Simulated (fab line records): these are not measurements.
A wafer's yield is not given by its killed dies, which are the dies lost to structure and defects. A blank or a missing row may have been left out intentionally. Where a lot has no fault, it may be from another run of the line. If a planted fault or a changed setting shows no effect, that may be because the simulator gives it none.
fab line records | flow sky130
[record] lots = 4 wafers = 12 lastDay = 50
route steps=708 shown VIA3@593 METAL4@598 CAP2M@603 PAD_OPEN@708
lots that met no fault: taken from a fault-free run of the same line
startH: hours from the record's opening day to when the first of the lot's shown wafers began | waitH: time in hours since the lot's previous step | " same as the row above | L1.1+2: a row that stands for several wafers | - no value, or no start given | * or withheld: withheld | < > ~ a bound
route shown NAME@n: NAME is a module with steps in the file, n the number in the route of the first one | usual: mean and standard deviation over wafers with no fault | same: alike in all rows | chamber/n: place in a boat | sites: per-site readings | _std_site: the values' standard deviation | _edge_site: the outer-site mean with the inner-site mean subtracted | radiusMm: for every site, how far away it sits from the centre of the wafer | mask NAME#n: copy n | behind: tool/chamber where the wafer was last shaped | hold: cause of the lot's hold/its duration in hours/its outcome | device: which transistor (n, p or np) failed to switch | end of line: the same wafers' tests at the end of the route | a step given without rows: its recipe and nothing more | killed: not the wafer's yield, but the dies lost to structure and defects at the first sort | map: shows each die of a wafer: x if killed, . if not, _ if none is there
set.NAME: the setting the step ran with; set.NAME@STEP: the setting that earlier step ran with | model.NAME: the simulator's own value behind a step, which no gauge read
lots seen at some steps along the route; tables by step, rows by wafer
services: when a tool's chamber went out of use (startH, in hours from the record's first day, below 0 if earlier), for how many hours, and the reason
[[steps]]
[step SKY_VIA3_SPUTTER_20]
[recipe] material = TiN targetThkNm = 20 chamberPressurePa = 5 powerW = 4000 timeS = 80
[step SKY_VIA3_CVD_21]
[recipe] material = W targetThkNm = 390 timeS = 117.31 tempC = 400 pressureTorr = 40
[step SKY_VIA3_CMP_24]
[recipe] stopOn = SiO2 tOverpolishS = 20 downForcePsi = 3.5 platenRpm = 60 targetThkNm = 0 padVelocityMS = 0.94248
[step SKY_METAL4_SPUTTER_00]
[recipe] material = Ti targetThkNm = 15 powerW = 3000 timeS = 10 chamberPressurePa = 0.4
[step SKY_METAL4_SPUTTER_01]
[recipe] material = TiN targetThkNm = 20 powerW = 6500 timeS = 16.7 chamberPressurePa = 0.4
[step SKY_METAL4_SPUTTER_02]
[recipe] material = AlCu targetThkNm = 735 powerW = 10600 timeS = 39.1 chamberPressurePa = 0.4
[step SKY_METAL4_SPUTTER_03]
[recipe] material = Ti targetThkNm = 5 powerW = 3000 timeS = 3.3 chamberPressurePa = 0.4
[step SKY_METAL4_SPUTTER_04]
[recipe] material = TiN targetThkNm = 70 powerW = 6500 timeS = 58.3 chamberPressurePa = 0.4
[step SKY_CAP2M_CVD_00]
[recipe] material = SiO2 targetThkNm = 15.5 tempC = 400 timeS = withheld rfW = 450
[step SKY_CAP2M_SPUTTER_02]
[recipe] material = TiN targetThkNm = 200 tempC = 300 powerW = 6500 timeS = 166.7 chamberPressurePa = 0.4
[usual] chamberPressurePa = 0.4001/0.00093 throttleValvePct = 29.8/1.2
// columns lot.wafer tool chamber startH waitH chamberPressurePa throttleValvePct model.TiN_of_CAP2M_SPUTTER_02.thkNm
L795.1 pvdSputter-02 - 1024.30 0.1 0.3987 28.5 202.7
L795.3 " - " " 0.4005 30.5 199.7
L795.5 " - " " 0.3986 28.4 203.3
L801.1 pvdSputter-02 - 1053.02 0.1 0.5348 25.7 187.7
L801.3 " - " " 0.5335 27.0 188.1
L801.5 " - " " 0.5337 27.0 187.5
L804.1 pvdSputter-02 - 1069.45 0.1 0.5341 26.6 190.7
L804.2 " - " " 0.5346 27.0 190.2
L804.3 " - " " 0.5312 26.0 187.9
L808.2 pvdSputter-03 - 1092.90 0.0 0.4001 30.7 201.1
L808.3 " - " " 0.4010 26.4 203.1
L808.6 " - " " 0.4000 30.4 200.1
[step SKY_CAP2M_RS_MEAS_03]
[recipe] thkMeasGauge = four-point-probe reads = TiN_of_CAP2M_SPUTTER_02
[usual] CAP2M_TIN_RS = 6.94/0.08
// columns lot.wafer tool chamber startH waitH CAP2M_TIN_RS[ohm/sq]
L795.1 filmMetro-01 - 1024.41 0.1 6.80
L795.3 " - " " 6.91
L795.5 " - " " 6.80
L801.1 filmMetro-01 - 1053.13 0.1 7.38
L801.3 " - " " 7.37
L801.5 " - " " 7.38
L804.1 filmMetro-01 - 1069.56 0.1 7.25
L804.2 " - " " 7.27
L804.3 " - " " 7.35
L808.2 filmMetro-03 - 1093.03 0.1 6.88
L808.3 " - " " 6.81
L808.6 " - " " 6.91
[step SKY_CAP2M_THK_MEAS_04]
[recipe] thkMeasGauge = xrf reads = TiN_of_CAP2M_SPUTTER_02
[usual] CAP2M_TIN_THK = 198.8/2.2
// columns lot.wafer tool chamber startH waitH CAP2M_TIN_THK[nm]
L795.1 filmMetro-01 - 1024.53 0.1 201.6
L795.3 " - " " 198.9
L795.5 " - " " 202.7
L801.1 filmMetro-01 - 1053.25 0.1 187.7
L801.3 " - " " 187.4
L801.5 " - " " 187.0
L804.1 filmMetro-01 - 1069.68 0.1 190.5
L804.2 " - " " 190.2
L804.3 " - " " 188.2
L808.2 filmMetro-03 - 1093.14 0.1 201.1
L808.3 " - " " 203.1
L808.6 " - " " 199.8
[step SKY_CAP2M_DEHYDRATE_05]
[recipe] tempC = 200 timeS = 60
[step SKY_CAP2M_HMDS_06]
[recipe] primeTimeS = 60 primeTempC = 120
[step SKY_CAP2M_COAT_07]
[recipe] resist = NOVOLAK spinRpm = 3000 resistThkNm = 1140
[step SKY_CAP2M_SOFTBAKE_08]
[recipe] tempC = 90 timeS = 60 resist = NOVOLAK
[step SKY_CAP2M_EXPOSE_09]
[recipe] maskId = CAP2M na = 0.6 sourceShape = conventional sigmaOuter = 0.6 polarization = unpolarized targetCdNm = 1000 doseMj = 159
[step SKY_CAP2M_PEB_10]
[recipe] tempC = withheld timeS = * resist = NOVOLAK
[step SKY_CAP2M_DEVELOP_11]
[recipe] resist = NOVOLAK developer = TMAH developTimeS = 60 devTempC = 23
[step SKY_CAP2M_METAL_ETCH_13]
[recipe] targetDepthNm = 220 stopOn = SiO2 chemistry = Cl2/BCl3 target = TiN pressureMtorr = 10 icpW = 900 biasW = 48.5 Cl2_flow_sccm = 60 bcl3FlowSccm = 30 timeS = 62.9
[usual] drypumpMotorCurrentA = 6.1/0.38 oesProductAu = 0.938/0.0076 throttleValvePct = 21.904/0.0092
// columns lot.wafer tool chamber startH waitH drypumpMotorCurrentA oesProductAu rfHoursCounterH throttleValvePct model.CAP2M.featureDepthNm model.etch.depthNm
L795.1 rieMetal-02 0 1046.89 0.0 6.0 0.951 14 21.899 202.7 202.7
L795.3 " 1 " " 5.7 0.942 - 21.897 199.7 199.7
L795.5 " 1 " " 5.8 0.951 - 21.900 203.3 203.3
L801.1 rieMetal-04 1 1075.11 0.0 6.6 0.907 9 21.918 187.7 187.7
L801.3 " 1 " " 6.5 0.912 - 21.929 188.1 188.1
L801.5 " 1 " " 6.6 0.900 - 21.910 187.5 187.5
L804.1 rieMetal-02 0 1091.06 0.0 6.0 0.918 17 21.918 190.7 190.7
L804.2 " 1 " " 5.7 0.909 10 21.920 190.2 190.2
L804.3 " 1 " " 5.8 0.908 - 21.916 187.9 187.9
L808.2 rieMetal-01 1 1112.68 0.0 6.4 0.937 19 21.899 201.1 201.1
L808.3 " 1 " " 6.4 0.950 - 21.890 203.1 203.1
L808.6 " 0 " " 6.1 0.942 - 21.895 200.1 200.1
[step SKY_CAP2M_STRIP_14]
[recipe] chemistry = O2/N2 powerW = 1400 pressureMtorr = 1500 platenTempC = withheld o2FlowSccm = 3000 n2FlowSccm = 300 overashFraction = 0.5
[step SKY_CAP2M_STRIP_15]
[recipe] chemistry = postEtchResidueRemover timeS = 1200 tempC = 72.5
[step SKY_CAP2M_CLEAN_16]
[recipe] chemistry = IPA timeS = 180 tempC = 25
[step SKY_CAP2M_CLEAN_17]
[recipe] chemistry = O3/DIW dry = n2Spin
[step SKY_METAL4_DEHYDRATE_05]
[recipe] tempC = 200 timeS = 60
[step SKY_METAL4_HMDS_06]
[recipe] primeTimeS = 60 primeTempC = 120
[step SKY_METAL4_COAT_07]
[recipe] resist = BARC tempC = withheld timeS = withheld spinRpm = 3000 resistThkNm = 60
[step SKY_METAL4_COAT_08]
[recipe] resist = KrF-thick spinRpm = 3000 resistThkNm = 1140
[step SKY_METAL4_SOFTBAKE_09]
[recipe] tempC = 100 timeS = 90 resist = KrF-thick
[step SKY_METAL4_EXPOSE_10]
[recipe] maskId = MM4 na = 0.68 sourceShape = annular sigmaInner = 0.4 sigmaOuter = 0.8 targetCdNm = 300 doseMj = 28
[step SKY_METAL4_PEB_11]
[recipe] pebTempC = withheld pebTimeS = withheld resist = KrF-thick
[step SKY_METAL4_DEVELOP_12]
[recipe] developTimeS = 60 resist = KrF-thick devTempC = 21
[step SKY_METAL4_DESCUM_15]
[recipe] chemistry = O2 sourcePowerW = 150 biasPowerW = 0 pressureMtorr = 10 tempC = 40 timeS = 8
[step SKY_METAL4_ETCH_16]
[recipe] chemistry = N2/H2 target = BARC ionEnergyEv = 200 biasW = 100 pressureMtorr = 30 n2FlowSccm = 100 h2FlowSccm = 200 icpW = 500 stopOn = SiO2 timeS = 88.2 targetDepthA = 600
[step SKY_METAL4_ETCH_17]
[recipe] target = SiO2 stopOn = TiN chemistry = C4F8/O2/Ar sourceW = 1500 biasW = 1200 pressureMtorr = 40 c4f8FlowSccm = withheld O2_flow_sccm = 6 Ar_flow_sccm = 300 timeS = 3.9 targetDepthA = 150
[step SKY_METAL4_METAL_ETCH_18]
[recipe] targetDepthA = 8450 stopOn = SiO2 overEtchFrac = 0.3 timeS = 183.1 chemistry = Cl2/BCl3 resistSidewallDeg = 88 pressureMtorr = 10 icpW = 900 biasW = 48.5 Cl2_flow_sccm = 60 bcl3FlowSccm = 30
[step SKY_METAL4_STRIP_20]
[recipe] chemistry = postEtchResidueRemover timeS = 1200 tempC = 72.5
// columns lot.wafer tool chamber startH waitH model.TiN_of_CAP2M_SPUTTER_02.thkNm
L795.1 wetBench-04 2 1069.73 0.1 201.8
L795.3 " 2 " " 198.8
L795.5 " 2 " " 202.4
L801.1 wetBench-03 1 1097.30 0.1 186.9
L801.3 " 1 " " 187.3
L801.5 " 1 " " 186.7
L804.1 wetBench-03 0 1112.63 0.1 189.9
L804.2 " 0 " " 189.3
L804.3 " 0 " " 187.1
L808.2 wetBench-02 1 1133.66 0.1 200.2
L808.3 " 1 " " 202.2
L808.6 " 1 " " 199.2
[step SKY_PAD_OPEN_PROBE_99]
[usual] defectLimitedYield = 82.0/1.9 killed_at_M0_to_M3 = 46/6.7 killed_at_M4_up = 3.3/2 killedAtContacts = 24/5.4 killedAtFrontEnd = 15/4.3 killedAtOther = 0.4/0.64 killedDies = 89/9.1 killedOnRim = 17/3.7 killedOpen = 48/7.2 killedShort = 40/6.3
[same] grossDies = 492 killedAtBackSide = 0
// columns lot.wafer tool chamber startH waitH defectLimitedYield[%] killed_at_M0_to_M3 killed_at_M4_up killedAtContacts killedAtFrontEnd killedAtOther killedDies killedOnRim killedOpen killedShort model.etest.capMim2.plateOhmSq
L795.1 prober-02 - 1156.81 0.1 78.9 45 6 32 19 2 104 16 53 51 5.905
L795.3 prober-02 - 1156.91 0.2 83.1 34 5 27 16 1 83 12 46 37 5.95
L795.5 prober-02 - 1157.01 0.2 79.7 46 2 27 23 2 100 23 49 50 5.92
L801.1 prober-01 - 1180.30 0.1 82.7 45 7 17 15 1 85 24 51 33 6.421
L801.3 prober-01 - 1180.40 0.2 84.3 43 2 25 7 0 77 16 45 31 6.437
L801.5 prober-01 - 1180.50 0.2 83.1 52 2 14 15 0 83 16 48 35 6.455
L804.1 prober-02 - 1193.24 0.1 82.5 42 6 18 20 0 86 15 35 51 6.289
L804.2 prober-02 - 1193.29 0.1 84.1 37 4 18 18 1 78 12 37 40 6.31
L804.3 prober-02 - 1193.34 0.2 81.3 55 0 22 15 0 92 17 56 36 6.436
L808.2 prober-02 - 1209.49 0.1 83.7 43 0 23 14 0 80 16 49 31 5.951
L808.3 prober-02 - 1209.54 0.2 83.1 43 4 20 16 0 83 7 39 43 5.915
L808.6 prober-02 - 1209.69 0.2 80.9 49 5 26 13 1 94 21 48 46 5.971
// killed by level:class
L795.1 CONTACT:geometricParticle:open=11 LI_CONTACT:geometricParticle:open=7 METAL1:geometricParticle:short=7 VIA1:geometricParticle:open=7 METAL2:geometricParticle:short=7 FIELD_ISO:geometricParticle:open=6 CONTACT:geometricParticle:short=6 POLY_GATE:geometricParticle:open=5
L795.3 VIA1:geometricParticle:open=11 CONTACT:geometricParticle:open=9 FIELD_ISO:geometricParticle:open=6 VIA2:geometricParticle:open=6 LI_CONTACT:geometricParticle:open=6 FIELD_ISO:geometricParticle:short=4 LOCAL_INTERCONNECT:geometricParticle:short=4 CONTACT:geometricParticle:short=4
L795.5 CONTACT:geometricParticle:open=10 LI_CONTACT:geometricParticle:open=9 FIELD_ISO:geometricParticle:short=8 VIA1:geometricParticle:open=8 POLY_GATE:geometricParticle:short=6 METAL2:geometricParticle:short=6 VIA2:geometricParticle:open=5 VIA2:geometricParticle:short=5
L801.1 VIA1:geometricParticle:open=13 VIA3:geometricParticle:open=8 LI_CONTACT:geometricParticle:open=7 CONTACT:geometricParticle:open=5 METAL1:geometricParticle:short=5 VIA2:geometricParticle:open=5 VIA3:geometricParticle:short=5 METAL4:geometricParticle:short=4
L801.3 LI_CONTACT:geometricParticle:open=12 VIA2:geometricParticle:open=9 VIA1:geometricParticle:open=9 CONTACT:geometricParticle:open=5 VIA3:geometricParticle:short=5 VIA1:geometricParticle:short=4 CONTACT:geometricParticle:short=3 METAL1:geometricParticle:short=3
L801.5 VIA1:geometricParticle:open=13 VIA3:geometricParticle:open=11 VIA1:geometricParticle:short=7 CONTACT:geometricParticle:open=6 METAL1:geometricParticle:short=6 FIELD_ISO:geometricParticle:open=4 POLY_GATE:geometricParticle:open=4 LI_CONTACT:geometricParticle:open=4
L804.1 METAL1:geometricParticle:short=9 CONTACT:geometricParticle:open=9 VIA2:geometricParticle:open=9 POLY_GATE:geometricParticle:short=8 VIA1:geometricParticle:short=6 FIELD_ISO:geometricParticle:short=5 VIA1:geometricParticle:open=5 VIA2:geometricParticle:short=5
L804.2 VIA1:geometricParticle:open=11 FIELD_ISO:geometricParticle:short=7 METAL1:geometricParticle:short=7 VIA2:geometricParticle:open=5 LI_CONTACT:geometricParticle:open=5 POLY_GATE:geometricParticle:short=4 CONTACT:geometricParticle:open=4 VIA1:geometricParticle:short=4
L804.3 VIA1:geometricParticle:open=15 VIA2:geometricParticle:open=12 CONTACT:geometricParticle:open=9 CONTACT:geometricParticle:short=9 VIA1:geometricParticle:short=5 METAL2:geometricParticle:short=5 VIA3:geometricParticle:open=5 FIELD_ISO:geometricParticle:short=4
L808.2 VIA1:geometricParticle:open=11 CONTACT:geometricParticle:open=8 VIA1:geometricParticle:short=7 VIA2:geometricParticle:open=6 LI_CONTACT:geometricParticle:open=5 LOCAL_INTERCONNECT:geometricParticle:short=5 VIA3:geometricParticle:open=5 FIELD_ISO:geometricParticle:open=4
L808.3 CONTACT:geometricParticle:open=10 METAL1:geometricParticle:short=10 VIA1:geometricParticle:open=10 FIELD_ISO:geometricParticle:short=7 VIA2:geometricParticle:open=6 POLY_GATE:geometricParticle:short=5 VIA1:geometricParticle:short=5 CONTACT:geometricParticle:short=4
L808.6 CONTACT:geometricParticle:open=12 VIA1:geometricParticle:open=9 METAL1:geometricParticle:short=8 LI_CONTACT:geometricParticle:open=6 VIA3:geometricParticle:open=6 VIA1:geometricParticle:short=6 METAL2:geometricParticle:short=5 FIELD_ISO:geometricParticle:open=4
[[services]]
// columns tool chamber startH hours kind
pvdSputter-03 - 1030.45 2.2 repair
rieMetal-01 - 1064.44 0.4 repair
wetBench-03 - 1076.47 5.4 repair
rieMetal-01 0 1079.75 - clean
rieMetal-01 0 1079.75 26.0 scheduledDown
rieMetal-01 0 1079.75 26.0 ventCycle
pvdSputter-02 2 1082.70 - consumableReplace:kit
pvdSputter-02 2 1082.70 18.0 scheduledDown
pvdSputter-02 2 1082.70 18.0 ventCycle
pvdSputter-02 - 1098.74 11.5 repair
pvdSputter-03 2 1099.09 - consumableReplace:kit
pvdSputter-03 2 1099.09 18.0 scheduledDown
pvdSputter-03 2 1099.09 18.0 ventCycle
rieMetal-04 - 1099.95 1.4 pm
wetBench-03 - 1101.11 1.0 repair
pvdSputter-02 - 1104.16 4.2 repair
wetBench-04 - 1118.33 1.2 repair
[[key]]
[firstSign] step = SKY_CAP2M_SPUTTER_02 reading = chamberPressurePa direction = up sigmas = 99+ usual = 0.4001 struck = 0.5336
[effect] step = SKY_CAP2M_SPUTTER_02 reading = throttleValvePct direction = down sigmas = 2.6 usual = 29.8 struck = 26.6
[effect] step = SKY_CAP2M_RS_MEAS_03 reading = CAP2M_TIN_RS direction = up sigmas = 5 usual = 6.94 struck = 7.33
[effect] step = SKY_CAP2M_THK_MEAS_04 reading = CAP2M_TIN_THK direction = down sigmas = 4.6 usual = 198.8 struck = 188.5
[effect] step = SKY_CAP2M_METAL_ETCH_13 reading = oesProductAu direction = down sigmas = 3.9 usual = 0.938 struck = 0.909
[modelEffect] step = SKY_CAP2M_SPUTTER_02 value = TiN_of_CAP2M_SPUTTER_02.thkNm without = 198.2 struck = 188.7
[modelEffect] step = SKY_CAP2M_METAL_ETCH_13 value = CAP2M.featureDepthNm without = 198.2 struck = 188.7
[modelEffect] step = SKY_METAL4_STRIP_20 value = TiN_of_CAP2M_SPUTTER_02.thkNm without = 197.3 struck = 187.8
[modelEffect] step = SKY_PAD_OPEN_PROBE_99 value = etest.capMim2.plateOhmSq without = 6.085 struck = 6.391
metAt SKY_CAP2M_SPUTTER_02
struckWafers L801.1,L801.3,L801.5,L804.1,L804.2,L804.3
onsetBetween 1024.30 1053.02
[fault] kind = processParameterDrift tool = pvdSputter-02 chamber = - onsetH = 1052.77 steps = SKY_CAP2M_SPUTTER_02 channel = chamberPressurePa offset = 0.13331 shape = step endH = 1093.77 actsIn = theseRecipesOnly stated = 0.4
